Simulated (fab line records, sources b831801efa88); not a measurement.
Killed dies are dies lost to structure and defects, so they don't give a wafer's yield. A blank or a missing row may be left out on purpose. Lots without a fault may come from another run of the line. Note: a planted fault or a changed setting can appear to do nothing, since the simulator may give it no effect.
Which tool did it?	flow sky130	30 wafers from 10 lots sampled at 5 of the route's 708 steps

## WHAT THE GAUGES SHOWED, per wafer
SKY_POLY_GATE_THK_MEAS_21.
lot	measured	on	POLY_GATE_OXIDATION_THK (nm)
L778	day 19 06:50	film metro-01	4.09 4.06 4.03
L781	day 20 04:09	film metro-02	4.10 4.14 4.08
L784	day 21 00:47	film metro-03	4.02 3.88 4.02
L786	day 22 01:35	film metro-01	4.04 3.95 3.84
L788	day 23 07:47	film metro-02	4.01 4.11 4.08
L790	day 23 19:06	film metro-02	4.09 4.10 4.05
L789	day 24 01:25	film metro-03	3.98 3.97 3.99
L791	day 23 23:16	film metro-01	4.09 4.04 4.16
L793	day 24 14:28	film metro-01	4.11 4.11 4.11
L794	day 25 02:43	film metro-01	3.92 4.03 3.97

SKY_LDD_P_CD_MEAS_07: the cd target is 380 nm.
lot	measured	on	cd nm (nm)
L778	day 21 20:36	cd sem-01	375.5 377.3 372.9
L781	day 22 19:18	cd sem-01	374.6 374.6 373.2
L784	day 23 14:51	cd sem-02	379.4 378.4 377.7
L786	day 24 15:24	cd sem-02	377.2 381.8 381.8
L788	day 25 20:52	cd sem-02	378.4 376.5 376.0
L790	day 26 08:28	cd sem-01	382.4 379.9 378.8
L789	day 26 14:26	cd sem-02	379.8 380.2 379.3
L791	day 26 11:46	cd sem-02	378.9 381.0 381.4
L793	day 27 03:29	cd sem-01	376.8 376.8 380.8
L794	day 27 14:53	cd sem-02	378.8 380.4 379.3

## WHICH TOOL RAN EACH LOT (tool, then ch and the chambers of the sampled wafers, then the start)
lot	SKY_NWELL_STRIP_25	SKY_POLY_GATE_ETCH_15	SKY_LDD_P_COAT_02
L778	plasma asher-03 ch 0,1, day 7 02:49	rie diel-02 ch 0,1,3, day 19 05:13	litho track-02 ch 0, day 21 05:30
L781	plasma asher-01 ch 0,1, day 7 19:25	rie diel-03 ch 0,2,3, day 20 02:31	litho track-02 ch 0, day 22 03:41
L784	plasma asher-01 ch 0,1, day 8 08:23	rie diel-03 ch 2,3, day 20 23:10	litho track-03 ch 0, day 22 23:36
L786	plasma asher-02 ch 0,1, day 9 03:01	rie diel-02 ch 0,2,3, day 21 23:58	litho track-03 ch 0, day 24 00:15
L788	plasma asher-02 ch 0,1, day 10 02:41	rie diel-02 ch 0,1,3, day 23 06:07	litho track-02 ch 0, day 25 06:44
L790	plasma asher-03 ch 0,1, day 10 09:05	rie diel-03 ch 2,3, day 23 17:27	litho track-02 ch 0, day 25 17:23
L789	plasma asher-01 ch 0,1, day 10 09:58	rie diel-03 ch 0,1,3, day 23 23:46	litho track-04 ch 0, day 25 22:59
L791	plasma asher-02 ch 0,1, day 10 14:56	rie diel-04 ch 0,1, day 23 21:36	litho track-04 ch 0, day 25 20:47
L793	plasma asher-02 ch 0,1, day 10 20:50	rie diel-02 ch 1,2,3, day 24 12:48	litho track-02 ch 0, day 26 13:14
L794	plasma asher-03 ch 0,1, day 11 10:42	rie diel-04 ch 2,3, day 25 01:04	litho track-04 ch 0, day 27 00:02
- SKY_NWELL_STRIP_25: strips in O2/N2.
- SKY_POLY_GATE_ETCH_15: etches BARC in N2/H2, stops on SiO2, time 118.5 s, target depth 110 nm.
- SKY_LDD_P_COAT_02: resist thk 1140 nm.

## WHAT THE TOOLS THEMSELVES READ (means of the sampled wafers that have a number; where no wafer has one, the mark that the record gives instead)
SKY_NWELL_STRIP_25.
lot	tool	chamber pressure mTorr (mTorr)	drypump motor current A (A)	oes product au (a.u.)	strip time to endpoint s (s)
L778	plasma asher-03	1500.1	5.77	0.721	36.98
L781	plasma asher-01	1500.5	5.38	0.722	36.81
L784	plasma asher-01	1500.7	5.31	0.728	36.93
L786	plasma asher-02	1500.0	5.50	0.723	36.86
L788	plasma asher-02	1500.1	5.49	0.724	37.01
L790	plasma asher-03	1499.9	5.60	0.722	36.87
L789	plasma asher-01	1500.5	5.41	0.724	36.89
L791	plasma asher-02	1500.0	5.50	0.723	36.96
L793	plasma asher-02	1500.2	5.51	0.723	36.90
L794	plasma asher-03	1499.5	5.77	0.718	36.88

SKY_POLY_GATE_ETCH_15.
lot	tool	chamber pressure mTorr (mTorr)	drypump motor current A (A)	oes product au (a.u.)	rf fwd power W (W)	throttle valve pct (%)
L778	rie diel-02	29.967	5.7	0.718	495.2	13.213
L781	rie diel-03	29.993	5.2	0.718	496.9	13.216
L784	rie diel-03	30.008	5.2	0.717	497.4	13.217
L786	rie diel-02	30.010	5.6	0.719	496.8	13.216
L788	rie diel-02	29.982	5.7	0.717	496.9	13.208
L790	rie diel-03	30.015	5.2	0.718	497.4	13.212
L789	rie diel-03	30.009	5.3	0.716	497.6	13.217
L791	rie diel-04	30.012	5.5	0.716	494.9	13.213
L793	rie diel-02	29.997	5.7	0.714	496.0	13.216
L794	rie diel-04	29.974	5.3	0.719	495.8	13.223

SKY_LDD_P_COAT_02.
lot	tool	exhaust pa (Pa)	spin speed rpm (rpm)
L778	litho track-02	44.7	2556.2
L781	litho track-02	44.8	2558.4
L784	litho track-03	46.4	2999.2
L786	litho track-03	44.7	2998.7
L788	litho track-02	45.4	3001.8
L790	litho track-02	45.1	2998.5
L789	litho track-04	44.6	2997.9
L791	litho track-04	44.3	3001.3
L793	litho track-02	44.5	3000.3
L794	litho track-04	45.0	2998.9

## THE ANSWER, worked out from the rows above alone
Rule: what is usual is taken from the lots themselves. Put in order of their means at a reading, lots are off if they are a third of the lots or fewer, leave a main group of 4 or more, and stand apart from it by a gap of 3 or more times the standard deviation of the main group's means; of several such gaps the widest counts. If all means in a main group match to the digits the tables above print for the reading, that group is not used. Also off: a lot with no number at a reading for which 4 or more lots have one. All remaining lots with rows at the step are treated as sound. The gauges are gone through in route order, then the tools' own readings, and for those a lot's mean is taken as printed above. At the first step where some lot is off, the reading lying furthest off is the one used; lots without a number count as furthest.
Off, at SKY_LDD_P_COAT_02 on spin speed rpm: L778, L781. Mean 2999.6 rpm and standard deviation 1.3 in the main group.
If a tool, at that step or one of the process steps before it, ran each lot that is off and ran no sound lot following the first of them, it fits. Not one of the candidates tried fits.

## WHAT THE SIMULATOR HAD INSERTED
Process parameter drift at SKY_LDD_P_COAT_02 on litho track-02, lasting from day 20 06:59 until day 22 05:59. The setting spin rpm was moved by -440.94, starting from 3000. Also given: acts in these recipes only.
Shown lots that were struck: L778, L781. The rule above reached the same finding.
